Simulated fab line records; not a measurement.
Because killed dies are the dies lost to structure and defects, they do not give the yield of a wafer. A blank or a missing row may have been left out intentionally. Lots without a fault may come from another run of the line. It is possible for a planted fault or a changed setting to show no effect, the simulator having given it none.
fab line records    flow sky130
[record] lots = 7  wafers = 21  last-day = 50
route steps=708 shown RES_XHIGH@340 SD_N@342 SD_P@359 PAD_OPEN@708
lots with no fault: from the same line, run without faults
start-h: hours from the record's first day to the start of the lot's first wafer shown    wait-h: hours from the lot's prior step to this one    " identical to the entry in the row above    L1.1+2: a single row standing in for several wafers    - either no value or no given start    * or withheld: withheld    < > ~ a bound
route shown NAME@n: names a module that has steps shown in the file, with the first one's number in the route    usual: the fault-free wafers' mean and standard deviation    same: alike in all rows    chamber/n: place in a boat    sites: per-site readings    _std_site: how widely they spread, as a standard deviation    _edge_site: outer sites' mean less inner sites'    radius-mm: for every site, how far away it sits from the centre of the wafer    mask NAME#n: copy n    behind: tool/chamber where the wafer was last shaped    hold: reason for holding the lot/hours on hold/outcome of the hold    device: the transistor (n, p or np) that didn't switch    end of line: at the end of the route, the tests of the same wafers    where a step has no rows: the recipe by itself    killed: not the wafer's yield, but the dies lost to structure and defects at the first sort    map: per-die view of a wafer (x killed, . not killed, _ where there is no die)
set.NAME: the setting as run; set.NAME@STEP: as run at that earlier step    model.NAME: the simulator's own value behind a step, which no gauge read
lots at some steps of the route; a table a step, a row a wafer
services: a tool's chamber out of use, with start hour (start-h, from the record's first day; less than 0 if before it), hours out, and reason
[[steps]]
[step SKY_RES_XHIGH_STRIP_08]
[recipe] chemistry = O2/N2  power-w = 1400  pressure-mtorr = 1500  platen-temp-c = withheld  o2-flow-sccm = 3000  n2-flow-sccm = 300  overash-fraction = 0.5
[usual] drypump-motor-current-A = 5.9/0.54  oes-product-au = 0.712/0.0043  strip-time-to-endpoint-s = 14.30/0.04
lot.wafer  tool             chamber  start-h  wait-h  drypump-motor-current-A  oes-product-au  rf-hours-counter-h  strip-time-to-endpoint-s
L493.1     plasma-asher-03  0        664.73   0.1     6.5                      0.709           85                  14.35
L493.3     "                1        "        "       6.0                      0.708           -                   14.30
L493.5     "                0        "        "       6.5                      0.719           -                   14.37
L496.1     plasma-asher-01  0        687.15   0.1     5.4                      0.707           101                 14.26
L496.2     "                1        "        "       5.9                      0.717           101                 14.23
L496.5     "                0        "        "       5.4                      0.707           -                   14.27
L499.3     plasma-asher-03  1        718.31   0.1     5.9                      0.706           -                   14.37
L499.4     "                0        "        "       6.5                      0.714           -                   14.37
L499.5     "                0        "        "       6.5                      0.711           -                   14.33
L501.2     plasma-asher-02  1        760.80   0.1     6.1                      0.718           59                  14.28
L501.3     "                0        "        "       5.0                      0.711           -                   14.32
L501.4     "                1        "        "       6.2                      0.708           -                   14.29
L505.1     plasma-asher-02  1        765.23   0.1     6.2                      0.708           60                  14.33
L505.2     "                0        "        "       5.0                      0.719           60                  14.31
L505.3     "                1        "        "       6.2                      0.703           -                   14.30
L506.1     plasma-asher-03  0        769.60   0.1     6.5                      0.715           96                  14.29
L506.5     "                0        "        "       6.5                      0.711           -                   14.26
L506.6     "                1        "        "       5.9                      0.716           -                   14.34
L510.3     plasma-asher-03  0        811.96   0.1     6.5                      0.711           -                   14.26
L510.4     "                1        "        "       6.0                      0.715           -                   14.23
L510.6     "                0        "        "       6.5                      0.717           -                   14.21
[step SKY_RES_XHIGH_TW_MEAS_09]
[usual] RES_XHIGH_TW = 1634/11
lot.wafer  tool           chamber  start-h  wait-h  RES_XHIGH_TW
L493.1     film-metro-03  -        664.83   0.1     1612
L493.3     "              -        "        "       1606
L493.5     "              -        "        "       1605
L496.1     film-metro-04  -        687.25   0.1     1646
L496.2     "              -        "        "       1644
L496.5     "              -        "        "       1648
L499.3     film-metro-02  -        718.40   0.1     1627
L499.4     "              -        "        "       1626
L499.5     "              -        "        "       1626
L501.2     film-metro-02  -        760.91   0.1     1636
L501.3     "              -        "        "       1634
L501.4     "              -        "        "       1642
L505.1     film-metro-04  -        765.33   0.1     1646
L505.2     "              -        "        "       1648
L505.3     "              -        "        "       1639
L506.1     film-metro-02  -        769.70   0.1     1630
L506.5     "              -        "        "       1635
L506.6     "              -        "        "       1636
L510.3     film-metro-02  -        812.05   0.1     1640
L510.4     "              -        "        "       1635
L510.6     "              -        "        "       1645
[step SKY_SD_N_DEHYDRATE_00]
[recipe] temp-c = 200  time-s = 60
[step SKY_SD_N_HMDS_01]
[recipe] prime-time-s = 60  prime-temp-c = 120
[step SKY_SD_N_COAT_02]
[recipe] resist = NOVOLAK  spin-rpm = 3000  resist-thk-nm = 1140
[step SKY_SD_N_SOFTBAKE_03]
[recipe] temp-c = 90  time-s = 60  resist = NOVOLAK
[step SKY_SD_N_EXPOSE_04]
[recipe] mask-id = NSDM  na = 0.6  source-shape = conventional  sigma-outer = 0.6  polarization = unpolarized  target-cd-nm = 380  dose-mj = 141
[step SKY_SD_N_PEB_05]
[recipe] temp-c = withheld  time-s = *  resist = NOVOLAK
[step SKY_SD_N_DEVELOP_06]
[recipe] resist = NOVOLAK  developer = TMAH  develop-time-s = 60  dev-temp-c = 23
[step SKY_SD_N_CD_MEAS_07]
[recipe] target-cd-nm = 380
[usual] cd-nm = 379.3/2.2
lot.wafer  tool       chamber  start-h  wait-h  cd-nm
L493.1     cd-sem-02  -        692.30   0.1     380.2
L493.3     "          -        "        "       381.8
L493.5     "          -        "        "       379.4
L496.1     cd-sem-02  -        715.58   0.1     382.9
L496.2     "          -        "        "       382.0
L496.5     "          -        "        "       379.9
L499.3     cd-sem-01  -        745.72   0.1     381.0
L499.4     "          -        "        "       377.2
L499.5     "          -        "        "       381.3
L501.2     cd-sem-02  -        787.12   0.1     380.2
L501.3     "          -        "        "       380.1
L501.4     "          -        "        "       377.1
L505.1     cd-sem-01  -        791.99   0.1     377.2
L505.2     "          -        "        "       379.5
L505.3     "          -        "        "       379.3
L506.1     cd-sem-01  -        795.94   0.1     375.7
L506.5     "          -        "        "       377.7
L506.6     "          -        "        "       376.0
L510.3     cd-sem-01  -        838.78   0.1     381.3
L510.4     "          -        "        "       380.6
L510.6     "          -        "        "       380.5
[step SKY_SD_N_OVL_MEAS_08]
[usual] SD_N_OVL = 0.9/1.4
lot.wafer  tool        chamber  start-h  wait-h  SD_N_OVL[nm]
L493.1     overlay-01  -        692.42   0.1     4.7
L493.3     "           -        "        "       2.0
L493.5     "           -        "        "       1.7
L496.1     overlay-01  -        715.70   0.1     -0.5
L496.2     "           -        "        "       1.3
L496.5     "           -        "        "       0.4
L499.3     overlay-02  -        745.81   0.1     1.3
L499.4     "           -        "        "       1.2
L499.5     "           -        "        "       0.7
L501.2     overlay-02  -        787.23   0.1     -2.1
L501.3     "           -        "        "       -2.2
L501.4     "           -        "        "       1.8
L505.1     overlay-02  -        792.11   0.1     0.4
L505.2     "           -        "        "       -0.3
L505.3     "           -        "        "       -0.6
L506.1     overlay-02  -        796.06   0.1     -0.7
L506.5     "           -        "        "       0.8
L506.6     "           -        "        "       -1.3
L510.3     overlay-01  -        838.87   0.1     2.2
L510.4     "           -        "        "       3.1
L510.6     "           -        "        "       4.2
[step SKY_SD_N_IMPLANT_09]
[recipe] species = As  energy-kev = 50  dose-cm2 = 4e+15  tilt-deg = 0
[step SKY_SD_N_IMPLANT_10]
[recipe] species = P  energy-kev = 20  dose-cm2 = 1e+14  tilt-deg = 0
[usual] beam-on-s = 10.8/0.55  end-station-pressure-torr = 5.39e-06/2.8e-07
lot.wafer  tool          chamber  start-h  wait-h  beam-on-s  end-station-pressure-torr
L493.1     implanter-02  0        692.61   0.1     11.2       5.4e-06
L493.3     "             0        "        "       10.4       5.49e-06
L493.5     "             0        "        "       10.4       5.22e-06
L493.1     implanter-02  0        692.92   0.3     10.8       5.96e-06
L493.3     "             0        "        "       10.2       5.24e-06
L493.5     "             0        "        "       10.8       5.48e-06
L496.1     implanter-01  0        715.88   0.1     11.7       5.59e-06
L496.2     "             0        "        "       11.8       5.1e-06
L496.5     "             0        "        "       11.7       5.49e-06
L496.1     implanter-01  0        716.20   0.3     11.5       5.27e-06
L496.2     "             0        "        "       11.3       5.61e-06
L496.5     "             0        "        "       11.0       5.72e-06
L499.3     implanter-03  0        746.03   0.1     10.4       5.32e-06
L499.4     "             0        "        "       10.5       5.34e-06
L499.5     "             0        "        "       10.4       5.24e-06
L501.2     implanter-03  0        787.43   0.1     10.3       5.51e-06
L501.3     "             0        "        "       10.8       5.3e-06
L501.4     "             0        "        "       10.1       5.08e-06
L501.2     implanter-03  0        787.75   0.3     10.6       5.36e-06
L501.3     "             0        "        "       10.4       5.81e-06
L501.4     "             0        "        "       10.5       5.5e-06
L505.1     implanter-03  0        792.29   0.1     10.9       5.19e-06
L505.2     "             0        "        "       10.6       5.2e-06
L505.3     "             0        "        "       10.1       5.41e-06
L506.1     implanter-01  0        796.24   0.1     11.6       5.64e-06
L506.5     "             0        "        "       11.6       5.61e-06
L506.6     "             0        "        "       11.4       5.38e-06
L510.3     implanter-03  0        839.09   0.1     9.8        5.27e-06
L510.4     "             0        "        "       10.3       5.17e-06
L510.6     "             0        "        "       10.1       5.42e-06
[step SKY_SD_N_STRIP_11]
[recipe] chemistry = O2/N2  power-w = 1400  pressure-mtorr = 1500  platen-temp-c = withheld  o2-flow-sccm = 3000  n2-flow-sccm = 300  overash-fraction = 0.5
[usual] drypump-motor-current-A = 5.8/0.47  oes-product-au = 0.528/0.0045  strip-time-to-endpoint-s = 22.55/0.036
lot.wafer  tool             chamber  start-h  wait-h  drypump-motor-current-A  oes-product-au  rf-hours-counter-h  strip-time-to-endpoint-s
L493.1     plasma-asher-02  1        693.07   0.1     6.2                      0.533           52                  22.60
L493.3     "                0        "        "       5.0                      0.530           -                   22.59
L493.5     "                0        "        "       5.0                      0.523           -                   22.62
L496.1     plasma-asher-02  0        716.35   0.1     5.0                      0.525           55                  22.49
L496.2     "                1        "        "       6.2                      0.530           55                  22.54
L496.5     "                1        "        "       6.2                      0.529           -                   22.58
L499.3     plasma-asher-04  0        746.17   0.1     6.2                      0.526           -                   22.52
L499.4     "                1        "        "       6.2                      0.531           -                   22.56
L499.5     "                1        "        "       6.2                      0.524           -                   22.51
L501.2     plasma-asher-02  1        787.88   0.1     6.2                      0.531           62                  22.59
L501.3     "                0        "        "       4.9                      0.530           -                   22.57
L501.4     "                1        "        "       6.2                      0.531           -                   22.61
L505.1     plasma-asher-02  1        792.44   0.1     6.2                      0.527           62                  22.61
L505.2     "                0        "        "       5.0                      0.533           62                  22.54
L505.3     "                0        "        "       5.0                      0.526           -                   22.53
L506.1     plasma-asher-02  0        796.39   0.1     5.0                      0.526           63                  22.61
L506.5     "                0        "        "       5.0                      0.529           -                   22.56
L506.6     "                1        "        "       6.2                      0.526           -                   22.59
L510.3     plasma-asher-01  1        839.23   0.1     5.9                      0.525           -                   22.53
L510.4     "                0        "        "       5.4                      0.527           -                   22.51
L510.6     "                0        "        "       5.4                      0.533           -                   22.51
[step SKY_SD_N_TW_MEAS_12]
[usual] SD_N_TW = 3964/29
lot.wafer  tool           chamber  start-h  wait-h  SD_N_TW
L493.1     film-metro-04  -        693.22   0.1     3994
L493.3     "              -        "        "       3985
L493.5     "              -        "        "       3992
L496.1     film-metro-02  -        716.45   0.1     3958
L496.2     "              -        "        "       3927
L496.5     "              -        "        "       3959
L499.3     film-metro-02  -        746.25   0.1     3995
L499.4     "              -        "        "       4003
L499.5     "              -        "        "       4000
L501.2     film-metro-04  -        787.99   0.1     3939
L501.3     "              -        "        "       3962
L501.4     "              -        "        "       3991
L505.1     film-metro-02  -        792.54   0.1     3970
L505.2     "              -        "        "       3973
L505.3     "              -        "        "       3940
L506.1     film-metro-02  -        796.49   0.1     3959
L506.5     "              -        "        "       3975
L506.6     "              -        "        "       3990
L510.3     film-metro-03  -        839.31   0.1     3987
L510.4     "              -        "        "       3934
L510.6     "              -        "        "       3972
[step SKY_SD_N_CLEAN_13]
[recipe] chemistry = SC1/SC2  mix = 1:4:20  temp-c = 70  time-s = 150  dry = n2-spin
[step SKY_SD_N_RTA_14]
[recipe] temp-c = 1075  time-s = 2  idle-temp-c = 650  ramp-up-c-per-s = 150  ramp-down-c-per-s = 90  ambient = N2
[usual] lamp-power-pct = 15.74/0.053  ramp-up-c-per-s = 150.00/0.026  wafer_temp_C_max = 1078.1/1.2
lot.wafer  tool           chamber  start-h  wait-h  lamp-power-pct  ramp-up-c-per-s  wafer_temp_C_max
L493.1     rtp-anneal-02  0        693.33   0.0     15.77           150.00           1077.2
L493.3     "              0        "        "       15.62           150.00           1077.4
L493.5     "              0        "        "       15.75           150.02           1077.5
L496.1     rtp-anneal-01  0        716.56   0.0     15.77           149.95           1078.1
L496.2     "              0        "        "       15.71           149.99           1079.7
L496.5     "              0        "        "       15.80           149.98           1077.2
L499.3     rtp-anneal-02  0        746.36   0.0     15.78           150.00           1077.4
L499.4     "              0        "        "       15.80           149.98           1076.7
L499.5     "              0        "        "       15.84           149.99           1080.3
L501.2     rtp-anneal-01  0        788.09   0.0     15.62           150.03           1078.0
L501.3     "              0        "        "       15.76           150.00           1078.7
L501.4     "              0        "        "       15.74           150.08           1077.8
L505.1     rtp-anneal-02  0        792.65   0.0     15.78           150.01           1077.5
L505.2     "              0        "        "       15.73           149.95           1080.1
L505.3     "              0        "        "       15.79           149.98           1079.2
L506.1     rtp-anneal-01  0        796.60   0.0     15.76           150.03           1080.3
L506.5     "              0        "        "       15.75           150.02           1078.3
L506.6     "              0        "        "       15.74           149.98           1077.1
L510.3     rtp-anneal-01  0        839.44   0.0     15.70           150.03           1078.3
L510.4     "              0        "        "       15.66           150.01           1078.8
L510.6     "              0        "        "       15.73           149.99           1077.1
[step SKY_SD_N_RS_MEAS_16]
[recipe] thk-meas-gauge = four-point-probe
[usual] SD_N_RS = 68.48/0.11
lot.wafer  tool           chamber  start-h  wait-h  SD_N_RS[ohm/sq]
L493.1     film-metro-02  -        693.51   0.1     65.85
L493.3     "              -        "        "       65.76
L493.5     "              -        "        "       65.93
L496.1     film-metro-04  -        716.73   0.1     65.86
L496.2     "              -        "        "       65.93
L496.5     "              -        "        "       65.85
L499.3     film-metro-02  -        746.56   0.1     68.55
L499.4     "              -        "        "       68.62
L499.5     "              -        "        "       68.43
L501.2     film-metro-02  -        788.28   0.1     65.73
L501.3     "              -        "        "       65.86
L501.4     "              -        "        "       65.80
L505.1     film-metro-04  -        792.88   0.1     68.52
L505.2     "              -        "        "       68.35
L505.3     "              -        "        "       68.45
L506.1     film-metro-02  -        796.81   0.1     68.38
L506.5     "              -        "        "       68.44
L506.6     "              -        "        "       68.47
L510.3     film-metro-02  -        839.68   0.1     68.43
L510.4     "              -        "        "       68.41
L510.6     "              -        "        "       68.51
[step SKY_SD_N_RS_MEAS_17]
[recipe] thk-meas-gauge = four-point-probe
[usual] SD_P_RS = 146.9/0.32
lot.wafer  tool           chamber  start-h  wait-h  SD_P_RS[ohm/sq]
L493.1     film-metro-02  -        693.63   0.1     147.2
L493.3     "              -        "        "       147.1
L493.5     "              -        "        "       147.0
L496.1     film-metro-04  -        716.85   0.1     146.9
L496.2     "              -        "        "       146.7
L496.5     "              -        "        "       147.1
L499.3     film-metro-02  -        746.68   0.1     147.3
L499.4     "              -        "        "       146.9
L499.5     "              -        "        "       147.1
L501.2     film-metro-02  -        788.40   0.1     146.1
L501.3     "              -        "        "       146.6
L501.4     "              -        "        "       146.9
L505.1     film-metro-04  -        793.00   0.1     147.1
L505.2     "              -        "        "       146.9
L505.3     "              -        "        "       147.2
L506.1     film-metro-02  -        796.93   0.1     146.7
L506.5     "              -        "        "       147.0
L506.6     "              -        "        "       146.5
L510.3     film-metro-02  -        839.80   0.1     146.7
L510.4     "              -        "        "       146.7
L510.6     "              -        "        "       146.2
[step SKY_PAD_OPEN_PROBE_99]
[usual] killed_at_M0_to_M3 = 43/6.8  killed_at_M4_up = 3.2/1.7  killed-at-contacts = 24/5.6  killed-at-front-end = 15/4.7  killed-at-other = 0.3/0.59  killed-dies = 86/10  killed-open = 47/6.8  killed-short = 39/6.4
[same] gross-dies = 492  killed-at-back-side = 0
lot.wafer  tool       chamber  start-h  wait-h  killed_at_M0_to_M3  killed_at_M4_up  killed-at-contacts  killed-at-front-end  killed-at-other  killed-dies  killed-open  killed-short  model.etest.sonos-uncharged.r-on-ohm-um  model.etest.res-ndiff.rs-ohm-sq  model.etest.res-ndiff-hv.rs-ohm-sq
L493.1     prober-02  -        1107.27  0.1     35                  4                27                  11                   1                78           41           36            789.1                                    117.6                            111.4
L493.3     prober-02  -        1107.37  0.2     45                  3                18                  15                   2                83           48           34            803.8                                    117.3                            111.8
L493.5     prober-02  -        1107.47  0.2     42                  2                19                  16                   0                79           41           38            793.2                                    116.8                            112.3
L496.1     prober-01  -        1125.50  0.1     60                  2                26                  5                    0                93           47           45            778.5                                    117.7                            111.8
L496.2     prober-01  -        1125.55  0.1     47                  3                25                  17                   0                92           51           40            783.7                                    117.7                            112.2
L496.5     prober-01  -        1125.70  0.2     47                  3                24                  8                    1                83           48           34            783.4                                    117.7                            112
L499.3     prober-02  -        1145.41  0.2     40                  0                29                  9                    0                78           42           36            823.2                                    120.3                            114.7
L499.4     prober-02  -        1145.46  0.2     50                  1                23                  11                   0                85           52           33            807.9                                    119.8                            113.8
L499.5     prober-02  -        1145.51  0.2     45                  5                16                  13                   0                79           36           43            811.3                                    120.6                            114.3
L501.2     prober-01  -        1173.58  0.1     38                  1                23                  11                   0                73           36           37            776                                      118.9                            111.9
L501.3     prober-01  -        1173.63  0.2     43                  5                24                  10                   0                82           45           37            790.1                                    118.8                            112.7
L501.4     prober-01  -        1173.68  0.2     45                  3                24                  15                   0                87           44           43            786                                      118.4                            112.8
L505.1     prober-02  -        1180.56  0.1     43                  2                20                  16                   1                82           36           45            827.9                                    120.8                            115.5
L505.2     prober-02  -        1180.61  0.1     29                  2                14                  17                   0                62           29           33            812                                      120.7                            116.3
L505.3     prober-02  -        1180.66  0.2     39                  3                31                  14                   0                87           44           43            836.5                                    121.7                            115.4
L506.1     prober-01  -        1183.56  0.1     41                  2                17                  14                   0                74           45           29            811                                      119.8                            114
L506.5     prober-01  -        1183.76  0.2     45                  5                19                  11                   0                80           46           34            796.5                                    119.8                            114.3
L506.6     prober-01  -        1183.81  0.2     44                  1                27                  14                   1                87           54           33            801.4                                    119                              113.5
L510.3     prober-01  -        1206.56  0.2     38                  2                36                  14                   1                91           49           42            797.2                                    119.2                            113.7
L510.4     prober-01  -        1206.61  0.2     48                  5                28                  12                   0                93           52           41            823.4                                    119.1                            113
L510.6     prober-01  -        1206.71  0.2     48                  0                17                  14                   0                79           48           31            822.6                                    118.6                            112
// killed by level:class
L493.1 CONTACT:geometric-particle:open=11 LI_CONTACT:geometric-particle:open=8 VIA1:geometric-particle:short=6 METAL1:geometric-particle:short=5 VIA1:geometric-particle:open=5 FIELD_ISO:geometric-particle:short=4 VIA2:geometric-particle:open=4 METAL3:geometric-particle:short=4
L493.3 VIA3:geometric-particle:open=7 VIA1:geometric-particle:open=7 LI_CONTACT:geometric-particle:open=6 VIA2:geometric-particle:open=6 CONTACT:geometric-particle:open=6 METAL2:geometric-particle:short=6 VIA1:geometric-particle:short=5 FIELD_ISO:geometric-particle:open=4
L493.5 CONTACT:geometric-particle:open=10 VIA1:geometric-particle:open=8 METAL2:geometric-particle:short=8 LI_CONTACT:geometric-particle:open=6 VIA3:geometric-particle:open=6 VIA1:geometric-particle:short=5 POLY_GATE:geometric-particle:short=4 METAL3:geometric-particle:short=4
L496.1 VIA1:geometric-particle:open=15 METAL1:geometric-particle:short=11 LOCAL_INTERCONNECT:geometric-particle:short=9 VIA2:geometric-particle:open=9 CONTACT:geometric-particle:short=6 VIA3:geometric-particle:open=6 CONTACT:geometric-particle:open=5 METAL2:geometric-particle:short=5
L496.2 VIA3:geometric-particle:open=11 VIA1:geometric-particle:open=8 VIA1:geometric-particle:short=7 VIA2:geometric-particle:open=7 LI_CONTACT:geometric-particle:open=6 LOCAL_INTERCONNECT:geometric-particle:short=6 CONTACT:geometric-particle:open=5 METAL2:geometric-particle:short=5
L496.5 VIA1:geometric-particle:open=10 VIA2:geometric-particle:open=9 VIA3:geometric-particle:open=9 CONTACT:geometric-particle:open=7 VIA1:geometric-particle:short=7 LI_CONTACT:geometric-particle:short=6 LI_CONTACT:geometric-particle:open=5 CONTACT:geometric-particle:short=4
L499.3 CONTACT:geometric-particle:open=11 CONTACT:geometric-particle:short=9 VIA3:geometric-particle:open=9 VIA1:geometric-particle:open=8 LI_CONTACT:geometric-particle:open=5 METAL1:geometric-particle:short=4 VIA2:geometric-particle:open=4 VIA2:geometric-particle:short=4
L499.4 VIA1:geometric-particle:open=15 CONTACT:geometric-particle:open=9 VIA2:geometric-particle:open=8 VIA1:geometric-particle:short=6 VIA3:geometric-particle:open=6 VIA3:geometric-particle:short=5 FIELD_ISO:geometric-particle:open=4 FIELD_ISO:geometric-particle:short=4
L499.5 VIA2:geometric-particle:open=8 VIA3:geometric-particle:open=7 FIELD_ISO:geometric-particle:short=6 VIA3:geometric-particle:short=6 CONTACT:geometric-particle:short=5 METAL1:geometric-particle:short=5 VIA1:geometric-particle:open=5 LOCAL_INTERCONNECT:geometric-particle:short=4
L501.2 VIA1:geometric-particle:open=8 CONTACT:geometric-particle:open=8 METAL1:geometric-particle:short=6 VIA1:geometric-particle:short=6 METAL2:geometric-particle:short=6 CONTACT:geometric-particle:short=5 LOCAL_INTERCONNECT:geometric-particle:short=5 FIELD_ISO:geometric-particle:short=4
L501.3 CONTACT:geometric-particle:open=12 VIA2:geometric-particle:open=9 METAL2:geometric-particle:short=7 VIA3:geometric-particle:open=6 VIA1:geometric-particle:open=6 FIELD_ISO:geometric-particle:short=4 LI_CONTACT:geometric-particle:open=4 LOCAL_INTERCONNECT:geometric-particle:short=4
L501.4 VIA1:geometric-particle:open=10 CONTACT:geometric-particle:open=7 VIA2:geometric-particle:open=7 LI_CONTACT:geometric-particle:open=6 METAL1:geometric-particle:short=6 FIELD_ISO:geometric-particle:open=5 POLY_GATE:geometric-particle:short=5 VIA3:geometric-particle:open=5
L505.1 METAL2:geometric-particle:short=10 CONTACT:geometric-particle:open=8 VIA1:geometric-particle:open=8 VIA3:geometric-particle:open=8 FIELD_ISO:geometric-particle:short=4 POLY_GATE:geometric-particle:short=4 LI_CONTACT:geometric-particle:short=4 VIA2:geometric-particle:open=4
L505.2 VIA1:geometric-particle:open=7 METAL2:geometric-particle:short=5 FIELD_ISO:geometric-particle:short=4 LI_CONTACT:geometric-particle:open=4 METAL1:geometric-particle:short=4 POLY_GATE:geometric-particle:open=3 POLY_GATE:geometric-particle:short=3 CONTACT:geometric-particle:open=3
L505.3 CONTACT:geometric-particle:open=9 LI_CONTACT:geometric-particle:open=8 POLY_GATE:geometric-particle:short=6 LI_CONTACT:geometric-particle:short=6 VIA3:geometric-particle:open=6 VIA1:geometric-particle:short=5 VIA3:geometric-particle:short=5 LOCAL_INTERCONNECT:geometric-particle:short=4
L506.1 VIA1:geometric-particle:open=9 CONTACT:geometric-particle:open=7 METAL1:geometric-particle:short=7 VIA3:geometric-particle:open=6 LI_CONTACT:geometric-particle:open=5 FIELD_ISO:geometric-particle:open=4 VIA2:geometric-particle:open=4 POLY_GATE:geometric-particle:open=4
L506.5 VIA1:geometric-particle:open=19 CONTACT:geometric-particle:short=6 VIA2:geometric-particle:open=6 LI_CONTACT:geometric-particle:open=5 FIELD_ISO:geometric-particle:open=4 METAL1:geometric-particle:short=4 CONTACT:geometric-particle:open=4 VIA1:geometric-particle:short=4
L506.6 VIA1:geometric-particle:open=12 LI_CONTACT:geometric-particle:open=8 CONTACT:geometric-particle:open=8 CONTACT:geometric-particle:short=6 SPACER:geometric-particle:open=5 METAL1:geometric-particle:short=5 METAL2:geometric-particle:short=5 VIA2:geometric-particle:short=4
L510.3 LI_CONTACT:geometric-particle:open=11 CONTACT:geometric-particle:open=9 CONTACT:geometric-particle:short=8 VIA1:geometric-particle:open=7 FIELD_ISO:geometric-particle:short=6 FIELD_ISO:geometric-particle:open=5 VIA1:geometric-particle:short=5 VIA3:geometric-particle:open=5
L510.4 CONTACT:geometric-particle:open=10 VIA1:geometric-particle:open=8 METAL1:geometric-particle:short=7 LI_CONTACT:geometric-particle:open=6 VIA2:geometric-particle:open=6 POLY_GATE:geometric-particle:open=5 VIA2:geometric-particle:short=5 VIA1:geometric-particle:short=5
L510.6 VIA1:geometric-particle:open=12 VIA3:geometric-particle:open=10 METAL2:geometric-particle:short=9 LI_CONTACT:geometric-particle:open=6 CONTACT:geometric-particle:open=5 FIELD_ISO:geometric-particle:open=4 POLY_GATE:geometric-particle:short=4 METAL3:geometric-particle:short=4
[[services]]
tool             chamber  start-h  hours  kind
implanter-02     -        665.85   3.2    pm
implanter-03     -        686.32   4.6    pm
implanter-01     -        690.93   1.6    repair
implanter-01     -        698.69   7.8    repair
implanter-01     -        706.48   3.2    pm
plasma-asher-01  -        733.75   9.0    pm
plasma-asher-01  0        733.75   9.0    vent-cycle
plasma-asher-01  1        733.75   9.0    vent-cycle
implanter-02     -        739.92   1.1    repair
plasma-asher-01  0        742.75   -      clean
plasma-asher-01  1        742.75   -      clean
implanter-02     -        748.40   1.1    repair
implanter-02     -        763.64   2.4    pm
plasma-asher-01  -        765.25   1.5    repair
plasma-asher-02  -        788.03   0.9    repair
plasma-asher-01  -        805.35   11.7   repair
plasma-asher-01  -        805.63   1.6    repair
plasma-asher-01  -        812.21   0.4    repair
implanter-03     -        820.42   3.1    repair
[[key]]
[first-sign] step = SKY_SD_N_IMPLANT_10  reading = visit  direction = added
[effect] step = SKY_SD_N_RS_MEAS_16  reading = SD_N_RS  direction = down  sigmas = 24  usual = 68.48  struck = 65.84
[model-effect] step = SKY_PAD_OPEN_PROBE_99  value = etest.sonos-uncharged.r-on-ohm-um  without = 805.7  struck = 787.1
met-at SKY_SD_N_IMPLANT_10
struck-wafers L493.1,L493.3,L493.5,L496.1,L496.2,L496.5,L501.2,L501.3,L501.4
tester-left-out L493,L496,L501
[fault] kind = repeated-step-whole  tool = implanter-01,implanter-02,implanter-03  chamber = -  onset-h = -  steps = SKY_SD_N_IMPLANT_10  times = 1  scope = struck-lots-only
// tester-left-out: of these lots the tester's yield and bins aren't shown, on N5 and GAA mostly nor the transistor test; their killed dies are dies lost to structure and defects alone, not to doping, threshold or leakage, so they don't give the yield
